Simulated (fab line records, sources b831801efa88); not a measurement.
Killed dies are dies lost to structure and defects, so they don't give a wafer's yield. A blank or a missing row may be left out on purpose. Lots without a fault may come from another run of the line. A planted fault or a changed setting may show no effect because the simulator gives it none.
fab line records | flow gf180mcu
record lots=5 wafers=15 last_day=34
route steps=602 shown VT_IMPLANT@116 MVSD@136 NWELL@137 LVPWELL@138 MVPSD@139 DUAL_GATE@141
lots that met no fault: from a run of the same line without faults
start_h: hours from the record's first day to the start of the lot's first wafer shown | wait_h: hours since the lot's step before | " the same as in the row above | L1.1+2: a row that stands for several wafers | - no value, or no start given | * or withheld: withheld | < > ~ a bound
route shown NAME@n: a module of which the file shows steps, and the number in the route of the first | usual: mean/standard deviation of fault-free wafers | same: alike in all rows | chamber/n: place in a boat | sites: the reading at each site | _std_site: their standard deviation | _edge_site: outer sites' mean less inner sites' | radius_mm: how far each site lies from the wafer's centre | mask NAME#n: copy n | behind: the tool/chamber that last shaped the wafer | hold: why the lot was held/for how many hours/how that ended | device: the transistor (n, p or np) that didn't switch | end of line: the same wafers' tests at the end of the route | a step without rows: its recipe alone | killed: dies lost to structure and defects at the first sort, not the wafer's yield | map: a wafer's dies, x killed, . not, _ none there
set.NAME: the setting as run; set.NAME@STEP: as run at that earlier step | model.NAME: the simulator's own value behind a step, which no gauge read
lots at some steps of the route; a table a step, a row a wafer
services: from which hour (start_h, from the record's first day; less than 0 if before it) a tool's chamber was out of use, for how many hours, and why
## steps
# step GF_VT_IMPLANT_EXPOSE_26
# recipe mask_id=LVPWELL_HV_AREA target_cd_nm=860 na=0.6 source_shape=conventional sigma_outer=0.6 dose_mj=140
# columns lot.wafer tool chamber start_h wait_h mask
L075.1+3+4 iline_stepper-01 0 - - LVPWELL_HV_AREA#0
L076.2+4+6 iline_stepper-01 0 - - LVPWELL_HV_AREA#0
L084.1+2+5 iline_stepper-01 0 - - LVPWELL_HV_AREA#0
L092.1+3+5 iline_stepper-01 0 - - LVPWELL_HV_AREA#0
L094.1+2+4 iline_stepper-01 0 - - LVPWELL_HV_AREA#0
# step GF_VT_IMPLANT_PEB_27
# recipe temp_c=withheld time_s=* resist=NOVOLAK
# usual resist_line_temp_C=*
# columns lot.wafer tool chamber start_h wait_h resist_line_temp_C
L075.1 litho_track-04 0 - - *
L075.3 " 0 " " *
L075.4 " 0 " " *
L076.2 litho_track-04 0 - - *
L076.4 " 0 " " *
L076.6 " 0 " " *
L084.1 litho_track-04 0 - - *
L084.2 " 0 " " *
L084.5 " 0 " " *
L092.1 litho_track-04 0 - - *
L092.3 " 0 " " *
L092.5 " 0 " " *
L094.1 litho_track-04 0 - - *
L094.2 " 0 " " *
L094.4 " 0 " " *
# step GF_VT_IMPLANT_DEVELOP_28
# recipe develop_time_s=60 dev_temp_c=23
# usual resist_line_temp_C=23.00/0.1
# columns lot.wafer tool chamber start_h wait_h resist_line_temp_C
L075.1 litho_track-04 0 150.74 0.1 22.82
L075.3 " 0 " " 22.82
L075.4 " 0 " " 22.89
L076.2 litho_track-04 0 154.32 0.1 22.84
L076.4 " 0 " " 23.03
L076.6 " 0 " " 23.08
L084.1 litho_track-04 0 207.79 0.1 22.97
L084.2 " 0 " " 22.98
L084.5 " 0 " " 22.98
L092.1 litho_track-04 0 267.59 0.1 22.97
L092.3 " 0 " " 22.97
L092.5 " 0 " " 22.85
L094.1 litho_track-04 0 274.44 0.1 22.96
L094.2 " 0 " " 23.03
L094.4 " 0 " " 22.85
# step GF_VT_IMPLANT_OVL_MEAS_29
# usual VT_IMPLANT_02_OVL=-0.1/1.4
# columns lot.wafer tool chamber start_h wait_h VT_IMPLANT_02_OVL[nm]
L075.1 overlay-01 - 150.89 0.1 1.8
L075.3 " - " " 1.5
L075.4 " - " " 0.3
L076.2 overlay-02 - 154.45 0.1 -0.7
L076.4 " - " " -2.0
L076.6 " - " " -1.8
L084.1 overlay-01 - 207.94 0.1 1.2
L084.2 " - " " 2.1
L084.5 " - " " 0.8
L092.1 overlay-02 - 267.74 0.1 1.6
L092.3 " - " " 0.0
L092.5 " - " " 0.5
L094.1 overlay-01 - 274.59 0.1 2.2
L094.2 " - " " 0.5
L094.4 " - " " 0.2
# step GF_VT_IMPLANT_IMPLANT_30
# recipe species=B energy_kev=25 dose_cm2=2.534e+12 tilt_deg=7
# columns lot.wafer tool chamber start_h wait_h
L075.1+3+4 implanter-03 0 150.93 0.0
L076.2+4+6 implanter-03 0 154.50 0.0
L084.1+2+5 implanter-04 0 207.98 0.0
L092.1+3+5 implanter-04 0 267.78 0.0
L094.1+2+4 implanter-03 0 274.63 0.0
# step GF_VT_IMPLANT_STRIP_31
# recipe chemistry=O2/N2 power_w=1400 pressure_mtorr=1500 platen_temp_c=250 o2_flow_sccm=3000 n2_flow_sccm=300 overash_fraction=0.5
# usual chamber_pressure_mTorr=1500.0/1.5 drypump_motor_current_A=5.7/0.48 heater_power_w=345/21 oes_product_au=0.716/0.0042 strip_time_to_endpoint_s=12.62/0.041
# columns lot.wafer tool chamber start_h wait_h chamber_pressure_mTorr drypump_motor_current_A heater_power_w oes_product_au rf_hours_counter_h strip_time_to_endpoint_s
L075.1 plasma_asher-03 0 151.08 0.1 1502.3 5.3 352 0.717 55 12.60
L075.3 " 1 " " 1500.0 5.4 322 0.718 - 12.59
L075.4 " 0 " " 1500.1 5.4 359 0.710 - 12.59
L076.2 plasma_asher-01 0 154.63 0.1 1499.5 5.3 337 0.718 51 12.69
L076.4 " 0 " " 1500.1 5.3 349 0.708 - 12.61
L076.6 " 1 " " 1499.2 6.3 349 0.708 - 12.69
L084.1 plasma_asher-04 1 208.13 0.1 1498.8 6.5 392 0.718 10 12.67
L084.2 " 0 " " 1502.0 5.6 323 0.717 10 12.67
L084.5 " 0 " " 1501.2 5.6 322 0.714 - 12.66
L092.1 plasma_asher-04 0 267.93 0.1 1501.8 5.6 321 0.722 16 12.66
L092.3 " 1 " " 1498.1 6.5 374 0.715 - 12.66
L092.5 " 1 " " 1501.5 6.5 373 0.715 - 12.66
L094.1 plasma_asher-01 0 274.78 0.1 1499.8 5.3 349 0.712 63 12.64
L094.2 " 1 " " 1499.3 6.3 337 0.721 63 12.65
L094.4 " 1 " " 1501.0 6.3 346 0.713 - 12.64
# step GF_VT_IMPLANT_TW_MEAS_32
# usual VT_IMPLANT_3_TW=266/3.5
# columns lot.wafer tool chamber start_h wait_h VT_IMPLANT_3_TW
L075.1 film_metro-02 - 151.18 0.1 263
L075.3 " - " " 263
L075.4 " - " " 263
L076.2 film_metro-04 - 154.74 0.1 273
L076.4 " - " " 272
L076.6 " - " " 271
L084.1 film_metro-01 - 208.23 0.1 267
L084.2 " - " " 268
L084.5 " - " " 267
L092.1 film_metro-02 - 268.03 0.1 264
L092.3 " - " " 264
L092.5 " - " " 262
L094.1 film_metro-02 - 274.88 0.1 262
L094.2 " - " " 265
L094.4 " - " " 264
# step GF_VT_IMPLANT_DEHYDRATE_33
# recipe temp_c=200 time_s=60
# usual resist_line_temp_C=22.98/0.1
# columns lot.wafer tool chamber start_h wait_h resist_line_temp_C
L075.1 litho_track-01 0 158.18 7.0 22.95
L075.3 " 0 " " 22.92
L075.4 " 0 " " 23.07
L076.2 litho_track-03 0 162.54 7.8 22.82
L076.4 " 0 " " 22.87
L076.6 " 0 " " 23.01
L084.1 litho_track-04 0 215.74 7.5 22.92
L084.2 " 0 " " 22.89
L084.5 " 0 " " 22.93
L092.1 litho_track-01 0 277.27 9.2 23.05
L092.3 " 0 " " 23.02
L092.5 " 0 " " 23.19
L094.1 litho_track-01 0 284.22 9.3 22.99
L094.2 " 0 " " 23.13
L094.4 " 0 " " 22.95
# step GF_VT_IMPLANT_HMDS_34
# recipe prime_time_s=60 prime_temp_c=120
# usual resist_line_temp_C=23.01/0.12
# columns lot.wafer tool chamber start_h wait_h resist_line_temp_C
L075.1 litho_track-01 0 158.33 0.1 22.76
L075.3 " 0 " " 22.88
L075.4 " 0 " " 22.81
L076.2 litho_track-03 0 162.69 0.1 23.05
L076.4 " 0 " " 23.05
L076.6 " 0 " " 22.97
L084.1 litho_track-04 0 215.89 0.1 22.93
L084.2 " 0 " " 22.96
L084.5 " 0 " " 22.99
L092.1 litho_track-01 0 277.42 0.1 23.06
L092.3 " 0 " " 23.11
L092.5 " 0 " " 23.24
L094.1 litho_track-01 0 284.37 0.1 23.10
L094.2 " 0 " " 23.01
L094.4 " 0 " " 23.14
# step GF_VT_IMPLANT_COAT_35
# recipe resist=NOVOLAK spin_rpm=3000 resist_thk_nm=1000
# usual resist_line_temp_C=23.01/0.12
# columns lot.wafer tool chamber start_h wait_h resist_line_temp_C
L075.1 litho_track-01 0 158.48 0.1 23.29
L075.3 " 0 " " 23.07
L075.4 " 0 " " 23.35
L076.2 litho_track-03 0 162.84 0.1 23.02
L076.4 " 0 " " 23.09
L076.6 " 0 " " 22.87
L084.1 litho_track-04 0 216.04 0.1 22.91
L084.2 " 0 " " 22.95
L084.5 " 0 " " 23.03
L092.1 litho_track-01 0 277.57 0.1 22.97
L092.3 " 0 " " 23.00
L092.5 " 0 " " 22.88
L094.1 litho_track-01 0 284.52 0.1 23.02
L094.2 " 0 " " 22.94
L094.4 " 0 " " 23.10
# step GF_VT_IMPLANT_SOFTBAKE_36
# recipe temp_c=90 time_s=60 resist=NOVOLAK
# usual resist_line_temp_C=22.99/0.11
# columns lot.wafer tool chamber start_h wait_h resist_line_temp_C
L075.1 litho_track-01 0 158.63 0.1 22.92
L075.3 " 0 " " 23.03
L075.4 " 0 " " 23.08
L076.2 litho_track-03 0 162.99 0.1 23.04
L076.4 " 0 " " 22.89
L076.6 " 0 " " 23.01
L084.1 litho_track-04 0 216.19 0.1 23.23
L084.2 " 0 " " 23.08
L084.5 " 0 " " 23.02
L092.1 litho_track-01 0 277.72 0.1 22.88
L092.3 " 0 " " 22.91
L092.5 " 0 " " 22.85
L094.1 litho_track-01 0 284.67 0.1 23.12
L094.2 " 0 " " 22.93
L094.4 " 0 " " 22.95
# step GF_VT_IMPLANT_EXPOSE_37
# recipe mask_id=Nwell_HV_AREA target_cd_nm=860 na=0.6 source_shape=conventional sigma_outer=0.6 dose_mj=140
# columns lot.wafer tool chamber start_h wait_h mask
L075.1+3+4 iline_stepper-01 0 - - Nwell_HV_AREA#0
L076.2+4+6 iline_stepper-02 0 - - Nwell_HV_AREA#0
L084.1+2+5 iline_stepper-01 0 - - Nwell_HV_AREA#0
L092.1+3+5 iline_stepper-02 0 - - Nwell_HV_AREA#0
L094.1+2+4 iline_stepper-02 0 - - Nwell_HV_AREA#0
# step GF_VT_IMPLANT_PEB_38
# recipe temp_c=withheld time_s=* resist=NOVOLAK
# usual resist_line_temp_C=*
# columns lot.wafer tool chamber start_h wait_h resist_line_temp_C
L075.1 litho_track-03 0 - - *
L075.3 " 0 " " *
L075.4 " 0 " " *
L076.2 litho_track-01 0 - - *
L076.4 " 0 " " *
L076.6 " 0 " " *
L084.1 litho_track-03 0 - - *
L084.2 " 0 " " *
L084.5 " 0 " " *
L092.1 litho_track-04 0 - - *
L092.3 " 0 " " *
L092.5 " 0 " " *
L094.1 litho_track-01 0 - - *
L094.2 " 0 " " *
L094.4 " 0 " " *
# step GF_VT_IMPLANT_DEVELOP_39
# recipe develop_time_s=60 dev_temp_c=23
# usual resist_line_temp_C=22.99/0.1
# columns lot.wafer tool chamber start_h wait_h resist_line_temp_C
L075.1 litho_track-03 0 166.62 0.1 22.94
L075.3 " 0 " " 22.98
L075.4 " 0 " " 23.02
L076.2 litho_track-01 0 170.95 0.1 22.91
L076.4 " 0 " " 23.03
L076.6 " 0 " " 23.00
L084.1 litho_track-03 0 225.32 0.1 22.98
L084.2 " 0 " " 23.00
L084.5 " 0 " " 23.04
L092.1 litho_track-04 0 287.59 0.1 22.73
L092.3 " 0 " " 22.76
L092.5 " 0 " " 22.77
L094.1 litho_track-01 0 293.97 0.1 23.04
L094.2 " 0 " " 23.15
L094.4 " 0 " " 22.95
# step GF_VT_IMPLANT_OVL_MEAS_40
# usual VT_IMPLANT_03_OVL=-0.1/1.3
# columns lot.wafer tool chamber start_h wait_h VT_IMPLANT_03_OVL[nm]
L075.1 overlay-02 - 166.77 0.1 2.7
L075.3 " - " " 0.2
L075.4 " - " " 1.8
L076.2 overlay-01 - 171.08 0.1 -1.4
L076.4 " - " " -0.7
L076.6 " - " " -0.8
L084.1 overlay-02 - 225.47 0.1 0.9
L084.2 " - " " -0.4
L084.5 " - " " -0.1
L092.1 overlay-01 - 287.74 0.1 -1.0
L092.3 " - " " -1.9
L092.5 " - " " -2.3
L094.1 overlay-01 - 294.12 0.1 -0.5
L094.2 " - " " 0.8
L094.4 " - " " 0.2
# step GF_VT_IMPLANT_IMPLANT_41
# recipe species=As energy_kev=70 dose_cm2=1.013e+12 tilt_deg=7
# columns lot.wafer tool chamber start_h wait_h
L075.1+3+4 implanter-03 0 166.80 0.0
L076.2+4+6 implanter-03 0 171.14 0.0
L084.1+2+5 implanter-03 0 225.50 0.0
L092.1+3+5 implanter-03 0 287.78 0.0
L094.1+2+4 implanter-03 0 294.16 0.0
# step GF_VT_IMPLANT_STRIP_42
# recipe chemistry=O2/N2 power_w=1400 pressure_mtorr=1500 platen_temp_c=250 o2_flow_sccm=3000 n2_flow_sccm=300 overash_fraction=0.5
# usual chamber_pressure_mTorr=1499.9/1.4 drypump_motor_current_A=5.7/0.48 heater_power_w=345/21 oes_product_au=0.716/0.0043 strip_time_to_endpoint_s=12.64/0.03
# columns lot.wafer tool chamber start_h wait_h chamber_pressure_mTorr drypump_motor_current_A heater_power_w oes_product_au rf_hours_counter_h strip_time_to_endpoint_s
L075.1 plasma_asher-01 0 166.95 0.1 1498.1 5.3 340 0.714 52 12.63
L075.3 " 0 " " 1501.1 5.3 344 0.720 - 12.62
L075.4 " 1 " " 1499.3 6.3 348 0.715 - 12.66
L076.2 plasma_asher-03 1 171.26 0.1 1497.5 5.4 310 0.715 56 12.66
L076.4 " 0 " " 1500.9 5.4 362 0.713 - 12.68
L076.6 " 0 " " 1497.6 5.3 361 0.722 - 12.67
L084.1 plasma_asher-01 1 225.65 0.1 1498.7 6.3 346 0.722 58 12.60
L084.2 " 0 " " 1497.0 5.3 346 0.721 58 12.59
L084.5 " 0 " " 1501.0 5.3 354 0.718 - 12.62
L092.1 plasma_asher-04 0 287.93 0.1 1500.5 5.6 318 0.718 18 12.65
L092.3 " 0 " " 1499.9 5.6 318 0.711 - 12.62
L092.5 " 1 " " 1499.6 6.4 376 0.718 - 12.64
L094.1 plasma_asher-03 1 294.31 0.1 1498.3 5.4 303 0.718 69 12.70
L094.2 " 0 " " 1502.1 5.3 350 0.719 69 12.68
L094.4 " 1 " " 1499.7 5.4 308 0.720 - 12.68
# step GF_VT_IMPLANT_TW_MEAS_43
# usual VT_IMPLANT_4_TW=688/8.2
# columns lot.wafer tool chamber start_h wait_h VT_IMPLANT_4_TW
L075.1 film_metro-04 - 167.05 0.1 696
L075.3 " - " " 696
L075.4 " - " " 692
L076.2 film_metro-01 - 171.37 0.1 694
L076.4 " - " " 695
L076.6 " - " " 694
L084.1 film_metro-02 - 225.75 0.1 674
L084.2 " - " " 673
L084.5 " - " " 678
L092.1 film_metro-02 - 288.03 0.1 674
L092.3 " - " " 677
L092.5 " - " " 675
L094.1 film_metro-02 - 294.41 0.1 677
L094.2 " - " " 677
L094.4 " - " " 677
# step GF_VT_IMPLANT_CLEAN_44
# recipe chemistry=SC1/SC2 mix=1:4:20 temp_c=70 time_s=150 dry=n2_spin
# columns lot.wafer tool chamber start_h wait_h
L075.1+3+4 wet_bench-04 2 167.11 0.1
L076.2+4+6 wet_bench-03 0 171.42 0.0
L084.1+2+5 wet_bench-03 0 225.81 0.1
L092.1+3+5 wet_bench-03 2 288.09 0.1
L094.1+2+4 wet_bench-02 2 294.47 0.1
# step GF_VT_IMPLANT_RTA_45
# recipe temp_c=1050 time_s=30 ambient=N2
# usual lamp_power_pct=34.48/0.04 wafer_temp_C_max=1055.6/1.5
# columns lot.wafer tool chamber start_h wait_h lamp_power_pct wafer_temp_C_max
L075.1 rtp_anneal-02 0 167.16 0.0 34.52 1057.6
L075.3 " 0 " " 34.49 1055.9
L075.4 " 0 " " 34.56 1057.5
L076.2 rtp_anneal-01 0 171.50 0.0 34.47 1054.2
L076.4 " 0 " " 34.44 1054.9
L076.6 " 0 " " 34.48 1056.3
L084.1 rtp_anneal-01 0 225.86 0.0 34.49 1055.5
L084.2 " 0 " " 34.45 1055.8
L084.5 " 0 " " 34.45 1055.3
L092.1 rtp_anneal-01 0 288.14 0.0 34.49 1053.1
L092.3 " 0 " " 34.45 1055.9
L092.5 " 0 " " 34.51 1053.8
L094.1 rtp_anneal-02 0 294.52 0.0 34.53 1054.6
L094.2 " 0 " " 34.45 1054.5
L094.4 " 0 " " 34.52 1056.9
# step GF_VT_IMPLANT_RS_MEAS_46
# recipe thk_meas_gauge=four-point-probe
# usual MVSD_RS=456.9/0.91
# columns lot.wafer tool chamber start_h wait_h MVSD_RS[ohm/sq]
L075.1 film_metro-01 - 167.26 0.1 457.2
L075.3 " - " " 455.8
L075.4 " - " " 456.7
L076.2 film_metro-01 - 171.60 0.1 457.1
L076.4 " - " " 456.2
L076.6 " - " " 457.0
L084.1 film_metro-04 - 225.96 0.1 456.1
L084.2 " - " " 457.3
L084.5 " - " " 456.8
L092.1 film_metro-04 - 288.24 0.1 456.0
L092.3 " - " " 456.3
L092.5 " - " " 457.0
L094.1 film_metro-04 - 294.62 0.1 457.9
L094.2 " - " " 456.4
L094.4 " - " " 458.3
# step GF_VT_IMPLANT_RS_MEAS_47
# recipe thk_meas_gauge=four-point-probe
# usual NWELL_RS=487.9/1.2
# columns lot.wafer tool chamber start_h wait_h NWELL_RS[ohm/sq]
L075.1 film_metro-01 - 167.38 0.1 484.3
L075.3 " - " " 485.8
L075.4 " - " " 486.7
L076.2 film_metro-01 - 171.72 0.1 487.3
L076.4 " - " " 488.5
L076.6 " - " " 488.5
L084.1 film_metro-04 - 226.08 0.1 488.2
L084.2 " - " " 489.2
L084.5 " - " " 488.7
L092.1 film_metro-04 - 288.36 0.1 487.8
L092.3 " - " " 488.0
L092.5 " - " " 487.5
L094.1 film_metro-04 - 294.74 0.1 486.7
L094.2 " - " " 487.2
L094.4 " - " " 487.1
# step GF_VT_IMPLANT_RS_MEAS_48
# recipe thk_meas_gauge=four-point-probe
# usual LVPWELL_RS=1196/3
# columns lot.wafer tool chamber start_h wait_h LVPWELL_RS[ohm/sq]
L075.1 film_metro-01 - 167.50 0.1 1194
L075.3 " - " " 1187
L075.4 " - " " 1191
L076.2 film_metro-01 - 171.84 0.1 1198
L076.4 " - " " 1198
L076.6 " - " " 1201
L084.1 film_metro-04 - 226.20 0.1 1195
L084.2 " - " " 1197
L084.5 " - " " 1194
L092.1 film_metro-04 - 288.48 0.1 1191
L092.3 " - " " 1194
L092.5 " - " " 1194
L094.1 film_metro-04 - 294.86 0.1 1193
L094.2 " - " " 1196
L094.4 " - " " 1192
# step GF_VT_IMPLANT_RS_MEAS_49
# recipe thk_meas_gauge=four-point-probe
# usual MVPSD_RS=1167.6/2.5
# columns lot.wafer tool chamber start_h wait_h MVPSD_RS[ohm/sq]
L075.1 film_metro-01 - 167.62 0.1 1167.3
L075.3 " - " " 1166.4
L075.4 " - " " 1168.3
L076.2 film_metro-01 - 171.96 0.1 1168.1
L076.4 " - " " 1169.2
L076.6 " - " " 1170.8
L084.1 film_metro-04 - 226.32 0.1 1169.2
L084.2 " - " " 1170.2
L084.5 " - " " 1167.2
L092.1 film_metro-04 - 288.60 0.1 1168.4
L092.3 " - " " 1167.4
L092.5 " - " " 1162.5
L094.1 film_metro-04 - 294.98 0.1 1170.9
L094.2 " - " " 1164.4
L094.4 " - " " 1166.4
# step GF_VT_IMPLANT_WET_ETCH_50
# recipe chemistry=dHF target_depth_nm=20 target=SiO2 temp_c=25 dilution=100:1 time_s=400
# columns lot.wafer tool chamber start_h wait_h
L075.1+3+4 wet_bench-04 3 167.74 0.1
L076.2+4+6 wet_bench-03 2 172.06 0.1
L084.1+2+5 wet_bench-02 0 226.44 0.1
L092.1+3+5 wet_bench-02 1 288.72 0.1
L094.1+2+4 wet_bench-02 1 295.10 0.1
# step GF_DUAL_GATE_CLEAN_00
# recipe chemistry=SC1/SC2 mix=1:4:20 temp_c=70 time_s=150
# columns lot.wafer tool chamber start_h wait_h
L075.1+3+4 wet_bench-04 1 167.86 0.0
L076.2+4+6 wet_bench-04 3 172.19 0.0
L084.1+2+5 wet_bench-03 2 226.56 0.0
L092.1+3+5 wet_bench-03 1 288.84 0.0
L094.1+2+4 wet_bench-03 1 295.22 0.0
# step GF_DUAL_GATE_CLEAN_01
# recipe chemistry=dHF time_s=20 dilution=100:1 dry=ipa_marangoni
# columns lot.wafer tool chamber start_h wait_h
L075.1+3+4 wet_bench-04 2 167.91 0.0
L076.2+4+6 wet_bench-03 3 172.24 0.0
L084.1+2+5 wet_bench-02 2 226.61 0.0
L092.1+3+5 wet_bench-04 2 288.89 0.0
L094.1+2+4 wet_bench-04 2 295.27 0.0
# step GF_DUAL_GATE_OXIDATION_02
# recipe temp_c=900 ambient=O2 stabilise_s=600 purge_s=300 target_thk_a=108.87 ox_time_s=1602
# same ox_time_s=1602
# columns lot.wafer tool chamber start_h wait_h
L075.1+3+4 furnace-02 0 167.93 0.0
L076.2+4+6 furnace-01 0 172.26 0.0
L084.1+2+5 furnace-01 0 230.54 3.9
L092.1+3+5 furnace-02 0 288.91 0.0
L094.1+2+4 furnace-01 0 297.30 2.0
# step GF_DUAL_GATE_THK_MEAS_03
# recipe reads=SiO2_of_DUAL_GATE_OXIDATION_02
# usual DUAL_GATE_OXIDATION_00_THK=10.78/0.21
# columns lot.wafer tool chamber start_h wait_h DUAL_GATE_OXIDATION_00_THK[nm]
L075.1 film_metro-03 - 169.37 0.0 10.76
L075.3 " - " " 10.64
L075.4 " - " " 10.70
L076.2 film_metro-04 - 173.72 0.0 10.73
L076.4 " - " " 10.44
L076.6 " - " " 10.62
L084.1 film_metro-03 - 231.98 0.0 10.55
L084.2 " - " " 10.49
L084.5 " - " " 10.60
L092.1 film_metro-03 - 290.35 0.0 10.59
L092.3 " - " " 10.66
L092.5 " - " " 10.76
L094.1 film_metro-03 - 298.75 0.0 10.89
L094.2 " - " " 10.84
L094.4 " - " " 10.92
# step GF_DUAL_GATE_DEHYDRATE_04
# recipe temp_c=200 time_s=60
# usual resist_line_temp_C=23.02/0.093
# columns lot.wafer tool chamber start_h wait_h resist_line_temp_C
L075.1 litho_track-01 0 177.03 7.6 23.05
L075.3 " 0 " " 22.97
L075.4 " 0 " " 22.98
L076.2 litho_track-02 0 181.21 7.5 23.15
L076.4 " 0 " " 23.13
L076.6 " 0 " " 23.06
L084.1 litho_track-02 0 240.63 8.6 22.94
L084.2 " 0 " " 23.05
L084.5 " 0 " " 22.99
L092.1 litho_track-04 0 299.69 9.3 23.02
L092.3 " 0 " " 22.95
L092.5 " 0 " " 23.04
L094.1 litho_track-02 0 308.18 9.4 22.85
L094.2 " 0 " " 22.89
L094.4 " 0 " " 22.93
# step GF_DUAL_GATE_HMDS_05
# recipe prime_time_s=60 prime_temp_c=120
# usual resist_line_temp_C=23.01/0.1
# columns lot.wafer tool chamber start_h wait_h resist_line_temp_C
L075.1 litho_track-01 0 177.18 0.1 23.03
L075.3 " 0 " " 22.90
L075.4 " 0 " " 22.93
L076.2 litho_track-02 0 181.36 0.1 22.99
L076.4 " 0 " " 23.13
L076.6 " 0 " " 23.14
L084.1 litho_track-02 0 240.78 0.1 23.15
L084.2 " 0 " " 23.07
L084.5 " 0 " " 23.15
L092.1 litho_track-04 0 299.84 0.1 22.96
L092.3 " 0 " " 23.12
L092.5 " 0 " " 23.03
L094.1 litho_track-02 0 308.33 0.1 22.94
L094.2 " 0 " " 23.10
L094.4 " 0 " " 22.97
# step GF_DUAL_GATE_COAT_06
# recipe resist=NOVOLAK spin_rpm=3000 resist_thk_nm=1000
# usual resist_line_temp_C=22.99/0.11
# columns lot.wafer tool chamber start_h wait_h resist_line_temp_C
L075.1 litho_track-01 0 177.33 0.1 23.04
L075.3 " 0 " " 22.91
L075.4 " 0 " " 22.95
L076.2 litho_track-02 0 181.51 0.1 22.89
L076.4 " 0 " " 22.89
L076.6 " 0 " " 22.78
L084.1 litho_track-02 0 240.93 0.1 22.93
L084.2 " 0 " " 22.99
L084.5 " 0 " " 22.95
L092.1 litho_track-04 0 299.99 0.1 23.11
L092.3 " 0 " " 22.92
L092.5 " 0 " " 22.89
L094.1 litho_track-02 0 308.48 0.1 22.79
L094.2 " 0 " " 22.94
L094.4 " 0 " " 22.92
# step GF_DUAL_GATE_SOFTBAKE_07
# recipe temp_c=90 time_s=60 resist=NOVOLAK
# usual resist_line_temp_C=22.97/0.099
# columns lot.wafer tool chamber start_h wait_h resist_line_temp_C
L075.1 litho_track-01 0 177.48 0.1 23.02
L075.3 " 0 " " 23.12
L075.4 " 0 " " 23.06
L076.2 litho_track-02 0 181.66 0.1 22.97
L076.4 " 0 " " 23.05
L076.6 " 0 " " 23.12
L084.1 litho_track-02 0 241.08 0.1 22.85
L084.2 " 0 " " 22.89
L084.5 " 0 " " 22.74
L092.1 litho_track-04 0 300.14 0.1 23.13
L092.3 " 0 " " 22.91
L092.5 " 0 " " 22.97
L094.1 litho_track-02 0 308.63 0.1 23.02
L094.2 " 0 " " 22.92
L094.4 " 0 " " 22.81
# step GF_DUAL_GATE_EXPOSE_08
# recipe mask_id=Dualgate target_cd_nm=700 na=0.6 source_shape=conventional sigma_outer=0.6 dose_mj=140
# columns lot.wafer tool chamber start_h wait_h mask
L075.1+3+4 iline_stepper-01 0 - - Dualgate#0
L076.2+4+6 iline_stepper-01 0 - - Dualgate#0
L084.1+2+5 iline_stepper-01 0 - - Dualgate#0
L092.1+3+5 iline_stepper-01 0 - - Dualgate#0
L094.1+2+4 iline_stepper-02 0 - - Dualgate#0
# step GF_DUAL_GATE_PEB_09
# recipe temp_c=withheld time_s=* resist=NOVOLAK
# usual resist_line_temp_C=*
# columns lot.wafer tool chamber start_h wait_h resist_line_temp_C
L075.1 litho_track-01 0 - - *
L075.3 " 0 " " *
L075.4 " 0 " " *
L076.2 litho_track-01 0 - - *
L076.4 " 0 " " *
L076.6 " 0 " " *
L084.1 litho_track-04 0 - - *
L084.2 " 0 " " *
L084.5 " 0 " " *
L092.1 litho_track-01 0 - - *
L092.3 " 0 " " *
L092.5 " 0 " " *
L094.1 litho_track-01 0 - - *
L094.2 " 0 " " *
L094.4 " 0 " " *
# step GF_DUAL_GATE_DEVELOP_10
# recipe develop_time_s=60 dev_temp_c=23
# usual resist_line_temp_C=23.02/0.1
# columns lot.wafer tool chamber start_h wait_h resist_line_temp_C
L075.1 litho_track-01 0 185.82 0.1 22.98
L075.3 " 0 " " 23.03
L075.4 " 0 " " 22.99
L076.2 litho_track-01 0 190.00 0.1 23.07
L076.4 " 0 " " 23.09
L076.6 " 0 " " 23.04
L084.1 litho_track-04 0 249.54 0.1 23.13
L084.2 " 0 " " 22.95
L084.5 " 0 " " 23.07
L092.1 litho_track-01 0 310.77 0.1 23.04
L092.3 " 0 " " 23.05
L092.5 " 0 " " 23.15
L094.1 litho_track-01 0 318.77 0.1 23.01
L094.2 " 0 " " 23.02
L094.4 " 0 " " 22.91
# step GF_DUAL_GATE_OVL_MEAS_11
# usual DUAL_GATE_OVL=0.1/1.4
# columns lot.wafer tool chamber start_h wait_h DUAL_GATE_OVL[nm]
L075.1 overlay-01 - 185.97 0.1 2.1
L075.3 " - " " 1.8
L075.4 " - " " 2.7
L076.2 overlay-01 - 190.13 0.1 2.6
L076.4 " - " " -0.2
L076.6 " - " " -1.2
L084.1 overlay-02 - 249.69 0.1 -0.1
L084.2 " - " " -1.7
L084.5 " - " " -1.1
L092.1 overlay-01 - 310.92 0.1 2.0
L092.3 " - " " 1.1
L092.5 " - " " 0.5
L094.1 overlay-02 - 318.92 0.1 -1.1
L094.2 " - " " -0.1
L094.4 " - " " -1.3
# step GF_DUAL_GATE_WET_ETCH_12
# recipe chemistry=dHF target_depth_nm=13 dry=n2_spin target=SiO2 temp_c=25 dilution=100:1 time_s=260
# columns lot.wafer tool chamber start_h wait_h
L075.1+3+4 wet_bench-02 1 186.01 0.0
L076.2+4+6 wet_bench-03 3 190.16 0.0
L084.1+2+5 wet_bench-02 2 249.73 0.0
L092.1+3+5 wet_bench-02 3 310.96 0.0
L094.1+2+4 wet_bench-03 1 318.96 0.0
## services
# columns tool chamber start_h hours kind
furnace-01 - 119.95 7.7 repair
rtp_anneal-02 - 123.13 0.9 pm
iline_stepper-01 - 123.47 4.4 pm
implanter-04 - 124.43 3.5 pm
plasma_asher-03 - 132.79 2.2 repair
furnace-01 - 134.60 3.0 pm
plasma_asher-01 - 144.92 1.0 repair
iline_stepper-02 - 148.82 2.1 pm
plasma_asher-03 - 152.06 4.7 repair
wet_bench-03 - 153.85 1.1 repair
iline_stepper-01 - 165.62 1.7 pm
wet_bench-03 - 175.36 4.3 repair
plasma_asher-01 - 179.83 1.8 repair
implanter-03 - 182.29 3.0 pm
iline_stepper-02 - 199.46 1.7 pm
furnace-01 - 224.31 5.1 pm
rtp_anneal-02 - 224.62 3.9 pm
iline_stepper-02 - 245.08 18.1 repair
implanter-04 - 252.27 3.4 repair
iline_stepper-02 - 255.32 2.4 repair
implanter-04 - 280.78 4.1 pm
iline_stepper-01 - 283.38 2.1 pm
furnace-01 - 301.54 3.4 pm
implanter-03 - 305.43 3.2 repair
## key
fault none
